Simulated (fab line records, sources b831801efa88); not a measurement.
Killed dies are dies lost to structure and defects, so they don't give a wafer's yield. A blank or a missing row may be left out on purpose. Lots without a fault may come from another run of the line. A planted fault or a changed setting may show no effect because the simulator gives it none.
fab line records | flow sky130
record lots=6 wafers=17 last_day=51
route steps=708 shown LI_CONTACT@370 PAD_OPEN@708
lots that met no fault: from a run of the same line without faults
start_h: hours from the record's first day to the start of the lot's first wafer shown | wait_h: hours since the lot's step before | " the same as in the row above | L1.1+2: a row that stands for several wafers | - no value, or no start given | * or withheld: withheld | < > ~ a bound
route shown NAME@n: a module of which the file shows steps, and the number in the route of the first | usual: mean/standard deviation of fault-free wafers | same: alike in all rows | chamber/n: place in a boat | sites: the reading at each site | _std_site: their standard deviation | _edge_site: outer sites' mean less inner sites' | radius_mm: how far each site lies from the wafer's centre | mask NAME#n: copy n | behind: the tool/chamber that last shaped the wafer | hold: why the lot was held/for how many hours/how that ended | device: the transistor (n, p or np) that didn't switch | end of line: the same wafers' tests at the end of the route | a step without rows: its recipe alone | killed: dies lost to structure and defects at the first sort, not the wafer's yield | map: a wafer's dies, x killed, . not, _ none there
set.NAME: the setting as run; set.NAME@STEP: as run at that earlier step | model.NAME: the simulator's own value behind a step, which no gauge read
lots at some steps of the route; a table a step, a row a wafer
services: from which hour (start_h, from the record's first day; less than 0 if before it) a tool's chamber was out of use, for how many hours, and why
## steps
# step SKY_LI_CONTACT_SOFTBAKE_08
# recipe temp_c=100 time_s=90 resist=KrF-thick
# step SKY_LI_CONTACT_EXPOSE_09
# recipe mask_id=LICM1 na=0.8 source_shape=annular sigma_inner=0.55 sigma_outer=0.85 target_cd_nm=170 dose_mj=38
# step SKY_LI_CONTACT_PEB_10
# recipe peb_temp_c=withheld peb_time_s=withheld resist=KrF-thick
# step SKY_LI_CONTACT_DEVELOP_11
# recipe develop_time_s=60 resist=KrF-thick dev_temp_c=21
# step SKY_LI_CONTACT_CD_MEAS_12
# recipe target_cd_nm=170
# usual cd_nm=169.6/1.7
# columns lot.wafer tool chamber start_h wait_h cd_nm
L623.2 cd_sem-01 - 739.40 - 170.0
L623.4 " - " " 169.7
L624.1 cd_sem-01 - 744.85 - 169.4
L624.2 " - " " 169.4
L624.3 " - " " 169.9
L632.1 cd_sem-01 - 819.76 - 171.0
L632.2 " - " " 171.4
L632.4 " - " " 169.9
L636.1 cd_sem-01 - 852.45 - 167.9
L636.5 " - " " 167.5
L636.6 " - " " 168.9
L640.1 cd_sem-02 - 870.18 - 170.5
L640.2 " - " " 170.3
L640.3 " - " " 169.9
L642.1 cd_sem-02 - 879.56 - 167.5
L642.4 " - " " 169.0
L642.6 " - " " 168.1
# step SKY_LI_CONTACT_OVL_MEAS_13
# usual LI_CONTACT_OVL=-5/6.3
# columns lot.wafer tool chamber start_h wait_h LI_CONTACT_OVL[nm]
L623.2 overlay-02 - 739.51 0.1 -7
L623.4 " - " " -1
L624.1 overlay-01 - 744.97 0.1 -9
L624.2 " - " " 1
L624.3 " - " " -5
L632.1 overlay-01 - 819.88 0.1 -12
L632.2 " - " " -1
L632.4 " - " " -9
L636.1 overlay-01 - 852.57 0.1 -12
L636.5 " - " " -13
L636.6 " - " " -9
L640.1 overlay-02 - 870.30 0.1 -5
L640.2 " - " " 3
L640.3 " - " " -4
L642.1 overlay-02 - 879.68 0.1 0
L642.4 " - " " -7
L642.6 " - " " -9
# step SKY_LI_CONTACT_ETCH_14
# recipe chemistry=N2/H2 target=BARC ion_energy_ev=200 source_w=500 bias_w=100 pressure_mtorr=30 n2_flow_sccm=100 h2_flow_sccm=200 stop_on=SiO2 time_s=45.9 target_depth_a=600
# usual drypump_motor_current_A=5.8/0.4 h2_flow_sccm=199.9/0.65 oes_product_au=0.855/0.0053 rf_fwd_power_W=495.0/2.3 throttle_valve_pct=13.226/0.0099
# columns lot.wafer tool chamber start_h wait_h drypump_motor_current_A h2_flow_sccm oes_product_au rf_fwd_power_W rf_hours_counter_h throttle_valve_pct
L623.2 rie_diel-01 3 739.54 0.0 6.4 198.6 0.857 498.1 6 13.221
L623.4 " 1 " " 5.8 199.4 0.860 496.3 18 13.236
L624.1 rie_diel-01 2 745.01 0.0 6.2 199.3 0.850 493.1 1 13.228
L624.2 " 1 " " 5.8 200.0 0.848 493.8 18 13.210
L624.3 " 3 " " 6.3 198.8 0.854 497.8 6 13.224
L632.1 rie_diel-01 1 819.92 0.0 5.8 200.5 0.861 498.2 20 13.233
L632.2 " 0 " " 5.9 200.1 0.856 493.4 9 13.215
L632.4 " 2 " " 6.2 199.5 0.853 494.1 4 13.226
L636.1 rie_diel-02 3 852.61 0.0 5.3 200.6 0.850 489.9 10 13.215
L636.5 " 1 " " 5.7 199.2 0.862 492.6 - 13.232
L636.6 " 2 " " 6.4 200.4 0.862 495.7 - 13.218
L640.1 rie_diel-03 2 870.34 0.0 5.6 201.1 0.859 496.1 18 13.224
L640.2 " 3 " " 5.1 198.6 0.855 497.2 14 13.237
L640.3 " 0 " " 6.0 200.1 0.853 492.5 16 13.224
L642.1 rie_diel-02 2 879.72 0.0 6.4 198.5 0.853 495.3 9 13.217
L642.4 " 3 " " 5.3 199.4 0.854 490.6 - 13.210
L642.6 " 0 " " 5.3 199.7 0.855 495.3 - 13.238
# step SKY_LI_CONTACT_ETCH_15
# recipe target=PSG chemistry=C4F8/O2/Ar stop_on=Si taper_deg=4.15 mask_material=KrF-thick source_w=1500 bias_w=1200 pressure_mtorr=40 c4f8_flow_sccm=withheld O2_flow_sccm=6 Ar_flow_sccm=300 time_s=withheld target_depth_a=6000
# usual oes_product_au=0.837/0.0044 rf_fwd_power_W=1493/4.9
# columns lot.wafer tool chamber start_h wait_h oes_product_au rf_fwd_power_W
L623.2 rie_diel-01 3 739.58 0.0 0.841 1496
L623.4 " 1 " " 0.840 1502
L624.1 rie_diel-01 2 745.05 0.0 0.843 1500
L624.2 " 1 " " 0.838 1489
L624.3 " 3 " " 0.832 1493
L632.1 rie_diel-01 1 819.96 0.0 0.847 1490
L632.2 " 0 " " 0.838 1487
L632.4 " 2 " " 0.838 1492
L636.1 rie_diel-02 3 852.65 0.0 0.831 1489
L636.5 " 1 " " 0.837 1496
L636.6 " 2 " " 0.828 1490
L640.1 rie_diel-03 2 870.38 0.0 0.838 1490
L640.2 " 3 " " 0.836 1484
L640.3 " 0 " " 0.838 1493
L642.1 rie_diel-02 2 879.76 0.0 0.835 1495
L642.4 " 3 " " 0.837 1488
L642.6 " 0 " " 0.845 1482
# step SKY_LI_CONTACT_STRIP_16
# recipe chemistry=O2/N2 power_w=1400 pressure_mtorr=1500 platen_temp_c=withheld o2_flow_sccm=3000 n2_flow_sccm=300 overash_fraction=0.5
# usual drypump_motor_current_A=5.8/0.52 oes_product_au=0.375/0.0045 strip_time_to_endpoint_s=3.478/0.03
# columns lot.wafer tool chamber start_h wait_h drypump_motor_current_A oes_product_au rf_hours_counter_h strip_time_to_endpoint_s
L623.2 plasma_asher-01 1 739.66 - 6.2 0.375 30 3.495
L623.4 " 1 " " 6.2 0.377 - 3.447
L624.1 plasma_asher-02 1 745.13 - 4.7 0.374 0 3.428
L624.2 " 0 " " 6.2 0.378 0 3.448
L624.3 " 1 " " 4.7 0.373 - 3.477
L632.1 plasma_asher-03 1 820.05 - 6.3 0.381 67 3.439
L632.2 " 0 " " 5.6 0.377 67 3.470
L632.4 " 1 " " 6.3 0.371 - 3.464
L636.1 plasma_asher-03 1 852.73 - 6.2 0.378 71 3.469
L636.5 " 1 " " 6.3 0.380 - 3.486
L636.6 " 0 " " 5.6 0.379 - 3.477
L640.1 plasma_asher-01 0 870.47 - 5.4 0.370 47 3.445
L640.2 " 1 " " 6.2 0.380 47 3.578
L640.3 " 0 " " 5.4 0.381 - 3.509
L642.1 plasma_asher-03 1 879.85 - 6.3 0.373 74 3.446
L642.4 " 0 " " 5.6 0.375 - 3.450
L642.6 " 1 " " 6.2 0.369 - 3.450
# step SKY_LI_CONTACT_CLEAN_17
# recipe chemistry=NMP time_s=600 temp_c=60 dry=n2_spin
# step SKY_LI_CONTACT_PRE_CLEAN_18
# recipe gas=Ar time_s=5.6 bias_v=358
# step SKY_LI_CONTACT_SPUTTER_19
# recipe material=Ti target_thk_nm=20 chamber_pressure_pa=5 power_w=2500 substrate_temp_c=200 time_s=106.37
# usual throttle_valve_pct=30.1/0.95
# columns lot.wafer tool chamber start_h wait_h throttle_valve_pct
L623.2 pvd_sputter-04 - 739.98 0.0 29.5
L623.4 " - " " 29.6
L624.1 pvd_sputter-04 - 745.43 0.0 29.9
L624.2 " - " " 29.6
L624.3 " - " " 28.9
L632.1 pvd_sputter-02 - 820.36 0.0 29.5
L632.2 " - " " 30.2
L632.4 " - " " 28.5
L636.1 pvd_sputter-04 - 853.03 0.0 29.5
L636.5 " - " " 28.5
L636.6 " - " " 29.7
L640.1 pvd_sputter-01 - 870.76 0.0 30.8
L640.2 " - " " 31.3
L640.3 " - " " 31.0
L642.1 pvd_sputter-02 - 880.14 0.0 30.6
L642.4 " - " " 29.9
L642.6 " - " " 30.2
# step SKY_LI_CONTACT_SPUTTER_20
# recipe material=TiN target_thk_nm=20 chamber_pressure_pa=5 power_w=4000 time_s=80
# usual throttle_valve_pct=30.1/0.96
# columns lot.wafer tool chamber start_h wait_h throttle_valve_pct model.TiN_of_LI_CONTACT_SPUTTER_20.thk_nm
L623.2 pvd_sputter-04 - 740.05 0.0 29.6 19.03
L623.4 " - " " 30.1 19
L624.1 pvd_sputter-04 - 745.50 0.0 29.9 19.96
L624.2 " - " " 30.0 19.03
L624.3 " - " " 29.0 20.1
L632.1 pvd_sputter-02 - 820.43 0.0 29.3 20.15
L632.2 " - " " 30.3 19.95
L632.4 " - " " 28.6 20.29
L636.1 pvd_sputter-04 - 853.10 0.0 29.8 20.03
L636.5 " - " " 28.7 20.25
L636.6 " - " " 29.5 20.08
L640.1 pvd_sputter-01 - 870.84 0.0 31.0 20.35
L640.2 " - " " 31.1 20.4
L640.3 " - " " 31.3 20.2
L642.1 pvd_sputter-02 - 880.22 0.0 30.5 19.86
L642.4 " - " " 29.5 19.93
L642.6 " - " " 29.7 20.04
# step SKY_LI_CONTACT_CVD_21
# recipe material=W target_thk_nm=400 time_s=120.56 temp_c=400 pressure_torr=40
# usual heater_power_w=920/67
# columns lot.wafer tool chamber start_h wait_h heater_power_w
L623.2 cvd_w-01 1 740.11 0.0 891
L623.4 " 1 " " 896
L624.1 cvd_w-01 0 745.57 0.0 965
L624.2 " 1 " " 877
L624.3 " 1 " " 888
L632.1 cvd_w-02 1 820.49 0.0 961
L632.2 " 0 " " 791
L632.4 " 0 " " 818
L636.1 cvd_w-02 1 853.17 0.0 953
L636.5 " 1 " " 946
L636.6 " 0 " " 809
L640.1 cvd_w-02 0 870.90 0.0 824
L640.2 " 1 " " 963
L640.3 " 0 " " 818
L642.1 cvd_w-01 0 880.28 0.0 993
L642.4 " 0 " " 1009
L642.6 " 0 " " 1005
# step SKY_PAD_OPEN_PROBE_99
# usual killed_at_M0_to_M3=43/7 killed_at_M4_up=3.1/1.5 killed_at_contacts=23/4.9 killed_at_front_end=16/3.9 killed_at_other=0.3/0.52 killed_dies=86/8.2 killed_on_rim=16/3.7 killed_open=47/6.1 killed_short=38/5.8
# same gross_dies=492 killed_at_back_side=0
# columns lot.wafer tool chamber start_h wait_h killed_at_M0_to_M3 killed_at_M4_up killed_at_contacts killed_at_front_end killed_at_other killed_dies killed_on_rim killed_open killed_short
L623.2 prober-02 - 1133.37 0.1 50 4 16 14 0 84 20 39 45
L623.4 prober-02 - 1133.47 0.2 42 2 28 14 0 86 16 51 35
L624.1 prober-01 - 1140.01 0.1 45 0 20 20 0 85 16 42 43
L624.2 prober-01 - 1140.06 0.1 47 2 18 21 0 88 17 46 42
L624.3 prober-01 - 1140.11 0.2 33 2 25 11 1 72 13 41 31
L632.1 prober-02 - 1189.62 0.1 39 3 24 15 0 81 14 46 35
L632.2 prober-02 - 1189.67 0.1 55 2 31 16 1 105 11 55 48
L632.4 prober-02 - 1189.77 0.2 40 4 33 16 0 93 18 50 43
L636.1 prober-01 - 1213.46 0.1 36 6 23 14 1 80 12 42 37
L636.5 prober-01 - 1213.66 0.2 43 3 30 15 0 91 10 57 34
L636.6 prober-01 - 1213.71 0.2 25 5 31 16 0 77 14 40 37
L640.1 prober-01 - 1223.84 0.1 42 5 29 13 0 89 22 53 36
L640.2 prober-01 - 1223.89 0.1 39 2 21 18 0 80 13 48 32
L640.3 prober-01 - 1223.94 0.2 45 6 25 16 0 92 23 50 42
L642.1 prober-02 - 1225.41 0.1 44 2 23 14 0 83 16 43 40
L642.4 prober-02 - 1225.56 0.2 35 2 28 13 2 80 24 44 36
L642.6 prober-02 - 1225.66 0.2 43 5 29 10 0 87 17 49 38
# killed by level:class
L623.2 METAL1:geometric_particle:short=9 VIA1:geometric_particle:open=9 METAL3:geometric_particle:short=7 VIA2:geometric_particle:open=6 CONTACT:geometric_particle:open=6 VIA1:geometric_particle:short=6 POLY_GATE:geometric_particle:open=4 LI_CONTACT:geometric_particle:open=4
L623.4 VIA1:geometric_particle:open=16 LI_CONTACT:geometric_particle:open=9 CONTACT:geometric_particle:open=9 VIA1:geometric_particle:short=6 CONTACT:geometric_particle:short=6 VIA3:geometric_particle:open=5 FIELD_ISO:geometric_particle:short=4 FIELD_ISO:geometric_particle:open=4
L624.1 VIA1:geometric_particle:open=11 FIELD_ISO:geometric_particle:open=8 CONTACT:geometric_particle:short=7 METAL3:geometric_particle:short=7 FIELD_ISO:geometric_particle:short=6 VIA3:geometric_particle:open=5 LI_CONTACT:geometric_particle:short=4 LI_CONTACT:geometric_particle:open=4
L624.2 VIA1:geometric_particle:open=11 FIELD_ISO:geometric_particle:short=7 FIELD_ISO:geometric_particle:open=6 METAL1:geometric_particle:short=6 CONTACT:geometric_particle:open=6 VIA3:geometric_particle:open=5 VIA1:geometric_particle:short=5 METAL2:geometric_particle:short=5
L624.3 VIA1:geometric_particle:open=13 LI_CONTACT:geometric_particle:open=8 CONTACT:geometric_particle:open=7 LOCAL_INTERCONNECT:geometric_particle:short=4 FIELD_ISO:geometric_particle:short=3 FIELD_ISO:geometric_particle:open=3 LI_CONTACT:geometric_particle:short=3 VIA1:geometric_particle:short=3
L632.1 VIA1:geometric_particle:open=11 VIA3:geometric_particle:open=10 CONTACT:geometric_particle:open=8 CONTACT:geometric_particle:short=8 METAL3:geometric_particle:short=5 FIELD_ISO:geometric_particle:open=4 POLY_GATE:geometric_particle:open=4 VIA2:geometric_particle:open=4
L632.2 CONTACT:geometric_particle:open=12 VIA1:geometric_particle:open=12 LI_CONTACT:geometric_particle:open=7 METAL1:geometric_particle:short=7 VIA1:geometric_particle:short=6 METAL2:geometric_particle:short=6 VIA3:geometric_particle:short=6 CONTACT:geometric_particle:short=5
L632.4 CONTACT:geometric_particle:open=18 VIA1:geometric_particle:open=9 CONTACT:geometric_particle:short=8 METAL1:geometric_particle:short=7 VIA3:geometric_particle:open=7 FIELD_ISO:geometric_particle:open=4 LI_CONTACT:geometric_particle:open=4 METAL4:geometric_particle:short=4
L636.1 VIA1:geometric_particle:open=9 CONTACT:geometric_particle:open=7 VIA2:geometric_particle:open=7 CONTACT:geometric_particle:short=6 FIELD_ISO:geometric_particle:short=5 LI_CONTACT:geometric_particle:open=5 VIA1:geometric_particle:short=5 VIA2:geometric_particle:short=4
L636.5 CONTACT:geometric_particle:open=12 LI_CONTACT:geometric_particle:open=10 VIA1:geometric_particle:open=9 VIA3:geometric_particle:open=9 METAL1:geometric_particle:short=6 METAL2:geometric_particle:short=6 FIELD_ISO:geometric_particle:open=5 CONTACT:geometric_particle:short=4
L636.6 LI_CONTACT:geometric_particle:open=12 VIA1:geometric_particle:open=8 LOCAL_INTERCONNECT:geometric_particle:short=6 CONTACT:geometric_particle:open=6 CONTACT:geometric_particle:short=5 VIA2:geometric_particle:open=5 METAL4:geometric_particle:short=5 FIELD_ISO:geometric_particle:short=4
L640.1 LI_CONTACT:geometric_particle:open=10 VIA1:geometric_particle:open=10 CONTACT:geometric_particle:open=9 VIA2:geometric_particle:open=8 FIELD_ISO:geometric_particle:short=6 METAL2:geometric_particle:short=6 CONTACT:geometric_particle:short=4 METAL4:geometric_particle:short=4
L640.2 VIA1:geometric_particle:open=11 CONTACT:geometric_particle:open=10 VIA1:geometric_particle:short=7 METAL2:geometric_particle:short=7 FIELD_ISO:geometric_particle:short=5 POLY_GATE:geometric_particle:open=5 LI_CONTACT:geometric_particle:open=5 VIA2:geometric_particle:open=5
L640.3 VIA1:geometric_particle:open=14 LI_CONTACT:geometric_particle:open=9 METAL4:geometric_particle:short=6 FIELD_ISO:geometric_particle:open=5 CONTACT:geometric_particle:short=5 VIA1:geometric_particle:short=5 VIA2:geometric_particle:open=4 CONTACT:geometric_particle:open=4
L642.1 VIA1:geometric_particle:open=15 LI_CONTACT:geometric_particle:open=7 LOCAL_INTERCONNECT:geometric_particle:short=5 CONTACT:geometric_particle:open=5 VIA1:geometric_particle:short=5 VIA2:geometric_particle:open=5 METAL2:geometric_particle:short=5 LI_CONTACT:geometric_particle:short=4
L642.4 CONTACT:geometric_particle:open=11 LI_CONTACT:geometric_particle:open=9 METAL1:geometric_particle:short=6 VIA1:geometric_particle:short=6 VIA1:geometric_particle:open=5 VIA2:geometric_particle:open=5 VIA3:geometric_particle:open=5 FIELD_ISO:geometric_particle:short=3
L642.6 CONTACT:geometric_particle:open=11 VIA1:geometric_particle:open=9 VIA2:geometric_particle:open=7 VIA1:geometric_particle:short=6 LI_CONTACT:geometric_particle:open=6 CONTACT:geometric_particle:short=6 VIA3:geometric_particle:open=5 METAL2:geometric_particle:short=5
## services
# columns tool chamber start_h hours kind
pvd_sputter-04 - 723.78 1.9 repair
rie_diel-03 0 725.29 1.2 repair
plasma_asher-03 - 725.99 1.6 repair
cvd_w-01 - 729.16 0.2 repair
plasma_asher-02 - 733.75 9.0 pm
pvd_sputter-04 - 741.99 3.3 repair
pvd_sputter-02 - 745.58 1.9 repair
pvd_sputter-01 - 752.03 0.8 repair
pvd_sputter-01 - 754.70 7.4 repair
cvd_w-01 1 762.10 5.0 repair
plasma_asher-03 - 763.29 14.6 pm
plasma_asher-02 - 766.30 76.3 repair
pvd_sputter-02 - 772.23 1.0 repair
rie_diel-03 - 796.17 4.5 repair
cvd_w-01 - 808.95 1.7 repair
pvd_sputter-04 - 823.17 5.8 repair
cvd_w-02 - 826.55 6.9 pm
cvd_w-01 - 836.23 2.8 pm
plasma_asher-02 - 845.56 7.7 repair
rie_diel-01 2 847.22 11.1 repair
cvd_w-02 - 859.63 0.8 repair
rie_diel-03 2 862.19 1.9 repair
rie_diel-02 1 871.97 12.6 repair
plasma_asher-02 - 874.53 15.6 pm
## key
first_sign none at tools or gauges
model_effect step=SKY_LI_CONTACT_SPUTTER_20 value=TiN_of_LI_CONTACT_SPUTTER_20.thk_nm without=20.18 struck=19.02
met_at SKY_LI_CONTACT_SPUTTER_20
struck_wafers L623.2,L623.4,L624.2
tester_left_out L623,L624
fault kind=process_parameter_drift tool=pvd_sputter-04 chamber=- onset_h=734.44 steps=SKY_LI_CONTACT_SPUTTER_20 channel=time_s offset=* shape=step end_h=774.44 scope=struck_wafers_only acts_in=* stated=*
# tester_left_out: of these lots the tester's yield and bins aren't shown, on N5 and GAA mostly nor the transistor test; their killed dies are dies lost to structure and defects alone, not to doping, threshold or leakage, so they don't give the yield
